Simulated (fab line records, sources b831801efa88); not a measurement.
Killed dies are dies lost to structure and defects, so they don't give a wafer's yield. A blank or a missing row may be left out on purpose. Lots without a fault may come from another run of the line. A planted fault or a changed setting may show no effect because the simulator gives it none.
fab line records | flow sky130
record lots=13 wafers=39 last_day=50
route steps=708 shown POLY_CUT@319 RES_XHIGH@340 SD_N@349
lots that met no fault: from a run of the same line without faults
start_h: hours from the record's first day to the start of the lot's first wafer shown | wait_h: hours since the lot's step before | " the same as in the row above | L1.1+2: a row that stands for several wafers | - no value, or no start given | * or withheld: withheld | < > ~ a bound
route shown NAME@n: a module of which the file shows steps, and the number in the route of the first | usual: mean/standard deviation of fault-free wafers | same: alike in all rows | chamber/n: place in a boat | sites: the reading at each site | _std_site: their standard deviation | _edge_site: outer sites' mean less inner sites' | radius_mm: how far each site lies from the wafer's centre | mask NAME#n: copy n | behind: the tool/chamber that last shaped the wafer | hold: why the lot was held/for how many hours/how that ended | device: the transistor (n, p or np) that didn't switch | end of line: the same wafers' tests at the end of the route | a step without rows: its recipe alone | killed: dies lost to structure and defects at the first sort, not the wafer's yield | map: a wafer's dies, x killed, . not, _ none there
set.NAME: the setting as run; set.NAME@STEP: as run at that earlier step | model.NAME: the simulator's own value behind a step, which no gauge read
steps of the route over a sample of lots; a table a step, a row a wafer
services: from which hour (start_h, from the record's first day; less than 0 if before it) a tool's chamber was out of use, for how many hours, and why
## steps
# step SKY_POLY_CUT_STRIP_12
# recipe chemistry=O2/N2 power_w=1400 pressure_mtorr=1500 platen_temp_c=withheld o2_flow_sccm=3000 n2_flow_sccm=300 overash_fraction=0.5
# usual drypump_motor_current_A=5.45/0.26 oes_product_au=0.452/0.0048 strip_time_to_endpoint_s=5.360/0.018
# columns lot.wafer tool chamber start_h wait_h drypump_motor_current_A oes_product_au rf_hours_counter_h strip_time_to_endpoint_s
L758.2 plasma_asher-01 0 591.37 0.0 5.24 0.449 92 5.343
L758.4 " 0 " " 5.24 0.449 - 5.335
L758.5 " 1 " " 5.66 0.453 - 5.376
L757.1 plasma_asher-03 0 593.39 0.0 5.61 0.451 15 5.333
L757.4 " 0 " " 5.60 0.445 - 5.338
L757.6 " 1 " " 5.66 0.448 - 5.343
L759.2 plasma_asher-02 1 593.42 0.0 5.07 0.450 75 5.344
L759.3 " 1 " " 5.08 0.449 - 5.337
L759.5 " 1 " " 5.05 0.451 - 5.345
L761.1 plasma_asher-02 0 609.19 0.0 5.69 0.447 76 5.346
L761.2 " 1 " " 5.06 0.448 76 5.337
L761.3 " 0 " " 5.70 0.453 - 5.319
L763.2 plasma_asher-02 0 627.38 0.0 5.70 0.454 78 5.344
L763.3 " 0 " " 5.71 0.450 - 5.346
L763.6 " 0 " " 5.69 0.445 - 5.360
L764.2 plasma_asher-02 1 629.88 0.0 5.08 0.455 79 5.347
L764.3 " 1 " " 5.09 0.440 - 5.357
L764.6 " 0 " " 5.68 0.447 - 5.344
L772.1 plasma_asher-03 1 684.54 0.0 5.64 0.459 25 5.356
L772.4 " 1 " " 5.65 0.463 - 5.379
L772.5 " 0 " " 5.61 0.450 - 5.387
L773.1 plasma_asher-01 0 689.27 0.0 5.24 0.450 101 5.376
L773.2 " 1 " " 5.68 0.458 101 5.367
L773.6 " 0 " " 5.24 0.448 - 5.352
L774.2 plasma_asher-01 0 699.13 0.0 5.24 0.449 102 5.391
L774.3 " 0 " " 5.24 0.457 - 5.341
L774.5 " 1 " " 5.69 0.451 - 5.356
L775.1 plasma_asher-02 1 711.03 0.0 5.12 0.457 86 5.343
L775.2 " 0 " " 5.66 0.448 86 5.384
L775.4 " 0 " " 5.68 0.452 - 5.362
L778.2 plasma_asher-03 1 740.97 0.0 5.63 0.445 30 5.382
L778.3 " 1 " " 5.64 0.448 - 5.364
L778.4 " 0 " " 5.59 0.457 - 5.381
L780.2 plasma_asher-01 1 743.37 0.0 5.73 0.453 0 5.377
L780.5 " 0 " " 5.20 0.454 - 5.373
L780.6 " 1 " " 5.72 0.457 - 5.370
L779.2 plasma_asher-03 0 745.58 0.0 5.60 0.456 31 5.380
L779.4 " 1 " " 5.64 0.455 - 5.385
L779.6 " 0 " " 5.60 0.447 - 5.397
# step SKY_RES_XHIGH_STRIP_08
# recipe chemistry=O2/N2 power_w=1400 pressure_mtorr=1500 platen_temp_c=withheld o2_flow_sccm=3000 n2_flow_sccm=300 overash_fraction=0.5
# usual drypump_motor_current_A=5.7/0.35 oes_product_au=0.711/0.0051 strip_time_to_endpoint_s=14.27/0.037
# columns lot.wafer tool chamber start_h wait_h drypump_motor_current_A oes_product_au rf_hours_counter_h strip_time_to_endpoint_s
L758.2 plasma_asher-04 1 651.05 0.1 6.3 0.721 53 14.23
L758.4 " 1 " " 6.3 0.706 - 14.27
L758.5 " 0 " " 6.0 0.706 - 14.24
L757.1 plasma_asher-02 1 652.85 0.1 5.1 0.704 80 14.25
L757.4 " 1 " " 5.1 0.710 - 14.20
L757.6 " 1 " " 5.1 0.708 - 14.22
L759.2 plasma_asher-03 0 653.23 0.1 5.6 0.709 22 14.29
L759.3 " 0 " " 5.6 0.710 - 14.25
L759.5 " 0 " " 5.6 0.709 - 14.25
L761.1 plasma_asher-03 1 667.11 0.1 5.7 0.711 23 14.28
L761.2 " 0 " " 5.6 0.714 23 14.28
L761.3 " 1 " " 5.7 0.711 - 14.25
L763.2 plasma_asher-04 1 684.66 0.1 6.3 0.719 56 14.31
L763.3 " 1 " " 6.3 0.707 - 14.24
L763.6 " 1 " " 6.3 0.710 - 14.29
L764.2 plasma_asher-03 1 687.58 0.1 5.6 0.942 25 -
L764.3 " 0 " " 5.6 0.934 - -
L764.6 " 0 " " 5.6 0.942 - -
L772.1 plasma_asher-02 1 739.93 0.1 5.1 0.702 89 14.22
L772.4 " 1 " " 5.1 0.716 - 14.23
L772.5 " 1 " " 5.1 0.707 - 14.22
L773.1 plasma_asher-03 0 744.45 0.1 5.6 0.713 31 14.26
L773.2 " 1 " " 5.6 0.710 31 14.30
L773.6 " 1 " " 5.6 0.716 - 14.28
L774.2 plasma_asher-03 1 753.78 0.1 5.7 0.712 33 14.33
L774.3 " 1 " " 5.7 0.717 - 14.31
L774.5 " 0 " " 5.6 0.716 - 14.32
L775.1 plasma_asher-03 0 765.85 0.1 5.6 0.705 34 14.26
L775.2 " 1 " " 5.7 0.700 34 14.31
L775.4 " 1 " " 5.7 0.716 - 14.27
L778.2 plasma_asher-03 1 794.85 0.1 5.7 0.714 36 14.31
L778.3 " 1 " " 5.6 0.717 - 14.26
L778.4 " 0 " " 5.6 0.712 - 14.25
L780.2 plasma_asher-02 0 797.71 0.1 5.7 0.717 92 14.29
L780.5 " 0 " " 5.7 0.709 - 14.26
L780.6 " 1 " " 5.1 0.706 - 14.23
L779.2 plasma_asher-03 0 800.80 0.1 5.6 0.711 37 14.31
L779.4 " 1 " " 5.7 0.708 - 14.32
L779.6 " 0 " " 5.6 0.712 - 14.30
# step SKY_SD_N_CD_MEAS_07
# recipe target_cd_nm=380
# usual cd_nm=379.9/2.7
# columns lot.wafer tool chamber start_h wait_h cd_nm
L758.2 cd_sem-02 - 679.40 0.1 385.2
L758.4 " - " " 383.2
L758.5 " - " " 382.1
L757.1 cd_sem-02 - 681.34 0.3 381.5
L757.4 " - " " 380.8
L757.6 " - " " 382.0
L759.2 cd_sem-02 - 681.77 0.4 378.0
L759.3 " - " " 379.5
L759.5 " - " " 379.5
L761.1 cd_sem-01 - 694.48 0.1 381.5
L761.2 " - " " 379.6
L761.3 " - " " 380.0
L763.2 cd_sem-01 - 712.85 0.1 382.5
L763.3 " - " " 381.2
L763.6 " - " " 384.6
L764.2 cd_sem-01 - 715.81 0.1 382.0
L764.3 " - " " 381.8
L764.6 " - " " 381.6
L772.1 cd_sem-02 - 767.19 0.1 378.2
L772.4 " - " " 379.8
L772.5 " - " " 379.3
L773.1 cd_sem-01 - 772.29 0.1 383.2
L773.2 " - " " 383.5
L773.6 " - " " 383.3
L774.2 cd_sem-01 - 780.48 0.1 384.1
L774.3 " - " " 382.8
L774.5 " - " " 381.0
L775.1 cd_sem-02 - 792.84 0.1 382.2
L775.2 " - " " 381.8
L775.4 " - " " 380.9
L778.2 cd_sem-01 - 821.40 0.1 379.7
L778.3 " - " " 378.9
L778.4 " - " " 377.9
L780.2 cd_sem-02 - 824.48 0.1 377.0
L780.5 " - " " 378.7
L780.6 " - " " 377.8
L779.2 cd_sem-01 - 827.73 0.1 384.0
L779.4 " - " " 385.2
L779.6 " - " " 383.7
# step SKY_SD_N_STRIP_11
# recipe chemistry=O2/N2 power_w=1400 pressure_mtorr=1500 platen_temp_c=withheld o2_flow_sccm=3000 n2_flow_sccm=300 overash_fraction=0.5
# usual drypump_motor_current_A=5.7/0.34 oes_product_au=0.527/0.0049 strip_time_to_endpoint_s=22.57/0.05
# columns lot.wafer tool chamber start_h wait_h drypump_motor_current_A oes_product_au rf_hours_counter_h strip_time_to_endpoint_s
L758.2 plasma_asher-01 0 679.84 0.1 5.2 0.523 100 22.57
L758.4 " 0 " " 5.2 0.524 - 22.62
L758.5 " 1 " " 5.7 0.525 - 22.58
L757.1 plasma_asher-01 0 681.80 0.1 5.2 0.521 100 22.57
L757.4 " 1 " " 5.7 0.525 - 22.58
L757.6 " 1 " " 5.7 0.532 - 22.56
L759.2 plasma_asher-03 0 682.21 0.1 5.5 0.528 24 22.61
L759.3 " 1 " " 5.7 0.524 - 22.60
L759.5 " 0 " " 5.6 0.522 - 22.58
L761.1 plasma_asher-04 1 694.94 0.1 6.3 0.531 58 22.52
L761.2 " 0 " " 5.9 0.533 58 22.62
L761.3 " 0 " " 6.0 0.527 - 22.60
L763.2 plasma_asher-03 0 713.29 0.1 5.6 0.531 27 22.64
L763.3 " 0 " " 5.6 0.524 - 22.63
L763.6 " 0 " " 5.6 0.530 - 22.59
L764.2 plasma_asher-04 1 716.25 0.1 6.3 0.557 59 26.31
L764.3 " 1 " " 6.3 0.557 - 26.34
L764.6 " 1 " " 6.3 0.560 - 26.31
L772.1 plasma_asher-03 0 767.65 0.1 5.5 0.528 34 22.59
L772.4 " 1 " " 5.7 0.523 - 22.60
L772.5 " 1 " " 5.6 0.531 - 22.55
L773.1 plasma_asher-03 1 772.75 0.1 5.7 0.517 34 22.58
L773.2 " 0 " " 5.6 0.518 34 22.56
L773.6 " 1 " " 5.7 0.526 - 22.52
L774.2 plasma_asher-04 1 780.92 0.1 6.3 0.526 68 22.47
L774.3 " 0 " " 5.9 0.530 - 22.46
L774.5 " 0 " " 5.9 0.527 - 22.50
L775.1 plasma_asher-03 0 793.30 0.1 5.6 0.524 36 22.47
L775.2 " 1 " " 5.6 0.525 36 22.48
L775.4 " 1 " " 5.6 0.524 - 22.52
L778.2 plasma_asher-01 0 821.84 0.1 5.2 0.521 8 22.54
L778.3 " 1 " " 5.7 0.523 - 22.53
L778.4 " 0 " " 5.2 0.520 - 22.52
L780.2 plasma_asher-04 0 824.92 0.1 6.0 0.537 72 22.61
L780.5 " 1 " " 6.3 0.525 - 22.60
L780.6 " 0 " " 6.0 0.525 - 22.57
L779.2 plasma_asher-01 0 828.17 0.1 5.2 0.521 9 22.58
L779.4 " 0 " " 5.2 0.527 - 22.61
L779.6 " 1 " " 5.7 0.524 - 22.62
# step SKY_SD_N_TW_MEAS_12
# usual SD_N_TW=3975/55
# columns lot.wafer tool chamber start_h wait_h SD_N_TW
L758.2 film_metro-03 - 679.95 0.1 4012
L758.4 " - " " 4009
L758.5 " - " " 4012
L757.1 film_metro-01 - 681.90 0.1 3937
L757.4 " - " " 3922
L757.6 " - " " 3932
L759.2 film_metro-01 - 682.32 0.1 3926
L759.3 " - " " 3936
L759.5 " - " " 3934
L761.1 film_metro-04 - 695.04 0.1 4043
L761.2 " - " " 4030
L761.3 " - " " 4062
L763.2 film_metro-03 - 713.40 0.1 4030
L763.3 " - " " 4021
L763.6 " - " " 4030
L764.2 film_metro-01 - 716.36 0.1 30
L764.3 " - " " 30
L764.6 " - " " 29
L772.1 film_metro-01 - 767.75 0.1 3950
L772.4 " - " " 3928
L772.5 " - " " 3949
L773.1 film_metro-01 - 772.85 0.1 3954
L773.2 " - " " 3911
L773.6 " - " " 3926
L774.2 film_metro-01 - 781.03 0.1 3930
L774.3 " - " " 3917
L774.5 " - " " 3935
L775.1 film_metro-01 - 793.44 0.1 3951
L775.2 " - " " 3959
L775.4 " - " " 3948
L778.2 film_metro-03 - 821.95 0.1 4051
L778.3 " - " " 4076
L778.4 " - " " 4078
L780.2 film_metro-01 - 825.03 0.1 3957
L780.5 " - " " 3905
L780.6 " - " " 3907
L779.2 film_metro-01 - 828.28 0.1 3910
L779.4 " - " " 3926
L779.6 " - " " 3937
# step SKY_SD_N_RS_MEAS_16
# recipe thk_meas_gauge=four-point-probe
# usual SD_N_RS=68.64/0.11
# columns lot.wafer tool chamber start_h wait_h SD_N_RS[ohm/sq]
L758.2 film_metro-04 - 680.24 0.1 68.59
L758.4 " - " " 68.66
L758.5 " - " " 68.66
L757.1 film_metro-03 - 682.18 0.1 68.81
L757.4 " - " " 68.91
L757.6 " - " " 68.78
L759.2 film_metro-04 - 682.61 0.1 68.75
L759.3 " - " " 68.54
L759.5 " - " " 68.72
L761.1 film_metro-01 - 695.33 0.1 68.70
L761.2 " - " " 68.60
L761.3 " - " " 68.63
L763.2 film_metro-01 - 713.75 0.1 68.48
L763.3 " - " " 68.57
L763.6 " - " " 68.46
L764.2 film_metro-04 - 716.66 0.1 68.79
L764.3 " - " " 68.67
L764.6 " - " " 68.49
L772.1 film_metro-03 - 768.04 0.1 68.80
L772.4 " - " " 68.75
L772.5 " - " " 68.68
L773.1 film_metro-03 - 773.13 0.1 68.78
L773.2 " - " " 68.74
L773.6 " - " " 68.60
L774.2 film_metro-03 - 781.38 0.1 68.73
L774.3 " - " " 68.83
L774.5 " - " " 68.83
L775.1 film_metro-03 - 793.72 0.1 68.74
L775.2 " - " " 68.74
L775.4 " - " " 68.66
L778.2 film_metro-04 - 822.24 0.1 68.48
L778.3 " - " " 68.68
L778.4 " - " " 68.55
L780.2 film_metro-04 - 825.32 0.1 68.68
L780.5 " - " " 68.63
L780.6 " - " " 68.62
L779.2 film_metro-04 - 828.57 0.1 68.48
L779.4 " - " " 68.46
L779.6 " - " " 68.57
## services
# columns tool chamber start_h hours kind
plasma_asher-04 - 591.40 2.8 pm
plasma_asher-02 - 602.79 1.9 repair
plasma_asher-01 - 649.92 0.5 repair
plasma_asher-02 - 701.28 0.7 repair
plasma_asher-01 - 733.75 9.0 pm
plasma_asher-01 0 733.75 9.0 vent_cycle
plasma_asher-01 1 733.75 9.0 vent_cycle
plasma_asher-02 - 740.03 28.1 pm
plasma_asher-01 0 742.75 - clean
plasma_asher-01 1 742.75 - clean
plasma_asher-01 - 748.93 9.5 repair
plasma_asher-03 - 806.46 14.6 pm
## key
first_sign step=SKY_RES_XHIGH_STRIP_08 reading=oes_product_au direction=up sigmas=45 usual=0.711 struck=0.939
effect step=SKY_SD_N_STRIP_11 reading=strip_time_to_endpoint_s direction=up sigmas=75 usual=* struck=*
effect step=SKY_SD_N_TW_MEAS_12 reading=SD_N_TW direction=down sigmas=71 usual=3975 struck=29
met_at SKY_RES_XHIGH_STRIP_08
struck_lots L764
sort_left_out L764.2,L764.3,L764.6
tester_left_out L764
not_acting_at SKY_POLY_CUT_STRIP_12,SKY_SD_N_CD_MEAS_07,SKY_SD_N_RS_MEAS_16
onset_between 667.11 687.58
fault kind=strip_aborted tool=plasma_asher-03 chamber=- onset_h=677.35 steps=SKY_RES_XHIGH_STRIP_08 offset=0.51381 end_h=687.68
# tester_left_out: of these lots the tester's yield and bins aren't shown, on N5 and GAA mostly nor the transistor test; their killed dies are dies lost to structure and defects alone, not to doping, threshold or leakage, so they don't give the yield
# sort_left_out: the simulated sort isn't trusted on such a fault, so these wafers' sort isn't shown, and their yield isn't known
